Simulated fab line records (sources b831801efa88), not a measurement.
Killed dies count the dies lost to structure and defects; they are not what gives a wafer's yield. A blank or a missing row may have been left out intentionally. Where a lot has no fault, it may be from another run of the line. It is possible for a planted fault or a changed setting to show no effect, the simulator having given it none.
One fault seen from 2 desks ; flow gf180mcu ; what lay behind the numbers comes last; until then each desk has only its own

DESK OF THE TOOL OWNER: furnace-02
The tool's own readings at GF_DUAL_GATE_OXIDATION_02 (stabilise 600 s, purge 300 s, target thk 10.887 nm): means of the sampled wafers that have a number, for each lot that ran on this tool. A lot is out of limits, marked OUT, if its mean lies more than 4 standard deviations from the usual mean; the brackets give that distance. Shown are 7 of the 10 readings it has, namely the first that went out of limits plus those furthest out on some lot.
Columns: A = spikeTcBottomC at GF_DUAL_GATE_OXIDATION_02, usual 919.0 C; B = spikeTcCentreC at GF_DUAL_GATE_OXIDATION_02, usual 901.2 C; C = spikeTcLowerC at GF_DUAL_GATE_OXIDATION_02, usual 900.4 C; D = spikeTcTopC at GF_DUAL_GATE_OXIDATION_02, usual 915.2 C; E = spikeTcUpperC at GF_DUAL_GATE_OXIDATION_02, usual 899.3 C; F = tubeCenterTempC at GF_DUAL_GATE_OXIDATION_02, usual 900 C; G = tube_center_temp_C_max at GF_DUAL_GATE_OXIDATION_02, usual 902.3
lot;first seen here;A;B;C;D;E;F;G
L987;day 7 14:11;920.8;901.8;902.1;916.7;900.1;900;902.4
L990;day 8 10:04;919.2;900.1;900.9;918.1;900.0;900;902.3
L991;day 8 13:27;919.1;900.9;900.3;916.3;899.8;900;902.1
L992;day 9 00:26;896.3 (-21) OUT;878.6 (-21) OUT;877.7 (-19) OUT;894.0 (-8.5) OUT;877.7 (-18) OUT;877 (-99 or more) OUT;878.8 (-69) OUT
L993;day 9 05:46;896.3 (-21) OUT;876.6 (-22) OUT;878.3 (-18) OUT;894.4 (-8.3) OUT;877.9 (-18) OUT;877 (-99 or more) OUT;879.0 (-69) OUT
L996;day 10 02:47;896.1 (-21) OUT;877.5 (-22) OUT;877.9 (-19) OUT;894.7 (-8.2) OUT;877.4 (-18) OUT;877 (-99 or more) OUT;879.4 (-67) OUT
L110;day 14 07:29;918.3;900.9;901.1;917.2;900.0;900;902.7
Finding of this desk: L992, L993, L996 out of limits; the first was L992 at day 9 00:26, on spikeTcBottomC at GF_DUAL_GATE_OXIDATION_02. Within limits: L987, L990, L991, L110.

FROM THE METROLOGY DESK
Lot by lot, what the gauges showed, no matter which tool ran the lot: averages of those sampled wafers that carry a number. A lot is out of limits, marked OUT, if its mean lies more than 4 standard deviations from the usual mean; the brackets give that distance.
Columns: A = DUAL_GATE_OXIDATION_00_THK at GF_DUAL_GATE_THK_MEAS_03, usual 11.01 nm
lot;first seen here;A
L987;day 7 15:39;11.48
L989;day 8 01:00;11.17
L990;day 8 11:31;10.87
L991;day 8 14:54;10.89
L992;day 9 01:55;8.08 (-15) OUT
L993;day 9 07:13;8.57 (-12) OUT
L996;day 10 04:14;8.28 (-14) OUT
L103;day 12 04:35;11.21
L104;day 12 10:59;11.24
L105;day 12 17:18;10.95
L106;day 13 00:59;11.24
L107;day 13 08:23;11.05
L108;day 13 16:13;11.12
L109;day 14 07:59;11.07
L110;day 14 08:56;10.92
This desk reports L992, L993, L996 out of limits; the earliest was L992 at day 9 01:55 (DUAL_GATE_OXIDATION_00_THK at GF_DUAL_GATE_THK_MEAS_03). Within limits: L987, L989, L990, L991, L103, L104, L105, L106, L107, L108, L109, L110.

ALL TOGETHER
On L992, L993, L996, at day 9 00:26, an alarm was possible from the tool owner's desk.
Metrology desk: alarm possible at day 9 01:55 on L992, L993, L996.
GF_DUAL_GATE_OXIDATION_02 was run on furnace-02 by each of the lots named.

WHAT HAD BEEN PUT IN BY THE SIMULATOR
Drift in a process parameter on furnace-02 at GF_DUAL_GATE_OXIDATION_02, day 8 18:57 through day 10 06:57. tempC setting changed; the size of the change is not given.
Shown lots that were struck: L992, L993, L996.
Hours from the fault's start to each desk's first reading out of limits: the tool owner's desk, 5; the metrology desk, 7.
